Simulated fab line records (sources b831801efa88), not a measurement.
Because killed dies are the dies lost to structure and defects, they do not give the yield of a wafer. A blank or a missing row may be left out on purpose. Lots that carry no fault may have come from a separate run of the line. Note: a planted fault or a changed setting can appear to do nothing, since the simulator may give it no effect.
Matching of chambers    flow gf180mcu    GF_V3_CMP_04 on cmp-02 has 4 sister chambers
The step polishes SiO2. 7 wafers are shown with their chamber, then 6 later ones without.

## WAFERS, EACH WITH ITS CHAMBER
wafer   chamber  motor-current-A (A)  edge-zone-pressure-frac
L296.5  0        13.7                 0.992
L298.5  1        12.3                 1.006
L302.4  0        13.0                 1.001
L302.5  3        12.4                 1.001
L302.6  2        12.0                 0.992
L301.2  2        12.3                 1.004
L301.5  1        12.5                 1.003

## WAFERS WHOSE CHAMBER IS MISSING
wafer   motor-current-A (A)  edge-zone-pressure-frac
L301.6  11.9                 1.010
L305.2  12.2                 1.001
L305.6  12.5                 1.016
L306.3  12.1                 0.996
L306.6  12.2                 0.998
L308.5  11.9                 0.999

## EACH ONE'S CHAMBER
wafer   from the rows above           in truth
L301.6  can't be placed: 1 or 2 or 3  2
L305.2  can't be placed: 2 or 3 or 1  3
L305.6  can't be placed: 1 or 3 or 2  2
L306.3  can't be placed: 2 or 3 or 1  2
L306.6  can't be placed: 2 or 3 or 1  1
L308.5  can't be placed: 2 or 3 or 1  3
Placed correctly: 0 of 6. Not placeable from these rows: 6 (in 6, the candidates include the true chamber). Wrongly placed: 0.
How it was worked out, from the rows above alone: a wafer's distance from a chamber is the root of the sum, over the readings, of the square of ((its reading less the chamber's mean) divided by the reading's scatter). If the next closest chamber is less than 2 further off than the closest, the wafer can't be placed; otherwise it belongs to the closest. For every chamber, the mean is computed from those of its wafers that are shown. The scatter: the root of (the sum of the squares of (reading less its chamber's mean) over the shown wafers, divided by (wafers less chambers)).
